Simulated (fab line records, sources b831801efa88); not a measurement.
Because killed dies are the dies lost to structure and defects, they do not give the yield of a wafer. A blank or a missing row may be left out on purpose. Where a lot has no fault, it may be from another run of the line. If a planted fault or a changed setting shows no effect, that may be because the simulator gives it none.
Problem report in the 8D (eight disciplines) form, filled by code    flow sky130    the parts of the form that need people (team, actions taken, sign-off) are left out

1. WHAT WENT WRONG
bias-w at SKY_METAL3_METAL_ETCH_18 reads a mean of 46.74 W on 3 wafers of 2 lots; wafers without a fault read 48.49 W with a standard deviation of 0.14. That puts it -13 standard deviations away from the usual mean.
The step: etches the open film in Cl2/BCl3, stops on SiO2, target depth 845 nm, time 183.1 s.
Seen first at day 40 11:44 on rie-metal-03, wafer L789.2. Wafers with a number at this step in the record: 36, from 12 lots. Rule for "out" (also "out of limits"): further than 4 standard deviations from the usual mean. The other wafers with a number count as sound.

2. WHAT THIS IS AND IS NOT
question                     is                      is not
which readings at this step  bias-w                  drypump-motor-current-A, oes-product-au, throttle-valve-pct
which lots                   L789, L792              L784, L787, L788, L800, L801, L802, L803, L805, L806, L807
which wafers of those lots   L789.2, L789.5, L792.4  L789.3, L792.2, L792.5
read on which tools          rie-metal-03            rie-metal-01, rie-metal-02
when                         from day 40 11:44       up to then (10 sound wafers); but 23 sound wafers of L792, L800, L801, L802, L803, L805, L806, L807 came after

3. THE SUSPECTS, EACH WITH WHAT RULES IT OUT
Counting: a tool at a process step up to the reading stays a suspect if it ran every lot that is out. Sound lots after the first of them don't rule it out here, since some wafers of a struck lot are sound.
- rie-metal-03 at SKY_METAL3_METAL_ETCH_18 (etches the open film in Cl2/BCl3, stops on SiO2, target depth 845 nm, time 183.1 s): kept. It processed each lot that is out (first: L789, day 40 11:44); up to then, its last sound lot is L788 (day 40 01:48). Its own bias-w readings are out on those wafers.
- The sound lot-mates ran in chamber 1 of rie-metal-03 at SKY_METAL3_METAL_ETCH_18, but the wafers that are out ran in chamber 0.
Remaining after the count: rie-metal-03 at SKY_METAL3_METAL_ETCH_18.

4. THE CAUSE (what the simulator had put in)
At SKY_METAL3_METAL_ETCH_18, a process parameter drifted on rie-metal-03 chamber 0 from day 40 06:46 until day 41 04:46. A move of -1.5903 in setting bias-w, from 48.5. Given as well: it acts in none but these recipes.
Counting left only this tool.

5. THE EFFECT CHAIN, in route order
Each row: a reading where the mean over the struck wafers with a number is more than 3 standard deviations away from the usual. Scope: only readings with a usual standard deviation given in the record; hours: median across lots of the time from each lot's start at the first step in this table that gives one to its start at this step; sigmas: change in usual standard deviations.
hours  step                      reading  usual    on struck wafers  change  sigmas
0      SKY_METAL3_METAL_ETCH_18  bias-w   48.49 W  46.74             -1.75   -13
Process steps it contains:
- SKY_METAL3_METAL_ETCH_18: etches the open film in Cl2/BCl3, stops on SiO2, target depth 845 nm, time 183.1 s.
At these later measuring or inspecting steps, every struck wafer for which the step has a row has a number for every such reading, and none has moved that far: SKY_VIA3_BOW_MEAS_03.

6. WHAT WOULD HAVE CAUGHT IT SOONER
The fault began at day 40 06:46; the first out-of-limits reading in this record came at day 40 11:44, 5 hours later.
